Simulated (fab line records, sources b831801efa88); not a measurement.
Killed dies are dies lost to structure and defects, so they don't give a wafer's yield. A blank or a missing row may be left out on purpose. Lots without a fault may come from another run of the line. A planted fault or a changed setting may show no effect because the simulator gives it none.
A struck lot beside a sound one | flow gf180mcu | 14 steps out of a route of 602
Sound: wafers L418.3, L418.4, L418.5. Struck: wafers L410.2, L410.4, L410.5. The cause comes at the end.
At each step with rows: each side's tool, then ch and its chambers, then its first start. Under that, the readings that differ: sound wafers | struck wafers | difference of the means | sigmas: that difference in standard deviations of wafers without a fault.
alike: readings whose means differ by less than 2 such deviations, and words and numbers that are the same on both sides. not compared: withheld readings, readings that some wafer has no value for, bounds like >300 that may hide the same value, and numbers for which the record gives no deviation and whose values overlap.
The two part at a step that has a row with sigmas, a row that says differs or no value, or rows on one side only. Numbers that don't overlap but have no deviation are shown without sigmas and don't part them. A reading that every wafer of one side lacks parts them only if that side has two wafers or more.

first, 4 steps without rows for these wafers: GF_MIM_SOFTBAKE_15 (time 60 s); GF_MIM_EXPOSE_16 (exposes mask FuseTop, target cd 2000 nm); GF_MIM_PEB_17; GF_MIM_DEVELOP_18 (develop time 60 s).
GF_MIM_METAL_ETCH_19: etches the open film in Cl2/BCl3, stops on Si3N4, target depth 324.5 nm, time 54.1 s.
  sound on rie_metal-02 ch 0,1, day 31 00:37; struck on rie_metal-04 ch 0, day 28 17:30
  reading                        | sound             | struck            | difference | sigmas
  chamber_pressure_mTorr (mTorr) | 7.992 7.977 8.001 | 8.013 8.004 7.999 | +0.015     | +2
  drypump_motor_current_A (A)    | 5.31 5.12 5.30    | 5.92 5.93 5.91    | +0.68      | +3
  alike: bias_w, mfc_cl2_sccm, oes_product_au, throttle_valve_pct
  not compared: rf_hours_counter_h
GF_MIM_STRIP_20: strips in O2/N2.
  sound on plasma_asher-02 ch 0,1, day 31 00:42; struck on plasma_asher-02 ch 0,1, day 28 17:34
  alike: chamber_pressure_mTorr, drypump_motor_current_A, heater_power_w, n2_flow_sccm, o2_flow_sccm, oes_product_au, strip_time_to_endpoint_s
  not compared: rf_hours_counter_h
then, 6 steps without rows for these wafers: GF_MIM_STRIP_21 (strips in post etch residue remover, time 1200 s); GF_MIM_CLEAN_22 (cleans in DIW); GF_M5_DEHYDRATE_00 (time 60 s); GF_M5_HMDS_01 (prime time 60 s); GF_M5_COAT_02 (resist thk 1000 nm); GF_M5_SOFTBAKE_03 (time 60 s).
GF_M5_EXPOSE_04: exposes mask Metal5, target cd 280 nm.
  sound on krf_scanner-01 ch 0, day 31 10:07; struck on krf_scanner-01, day 29 03:41
  no value came back on the struck wafers for exposure_dose_mJ_cm2, focus_offset_nm (nm); on the sound wafers exposure_dose_mJ_cm2 reads 27.918 27.928 27.957
  alike: mask
then, 1 step without rows for these wafers: GF_M5_PEB_05 (peb time 90 s).

WHERE THEY PART
First at GF_MIM_METAL_ETCH_19; last, within this record, at GF_M5_EXPOSE_04.

WHY: what the simulator had put in
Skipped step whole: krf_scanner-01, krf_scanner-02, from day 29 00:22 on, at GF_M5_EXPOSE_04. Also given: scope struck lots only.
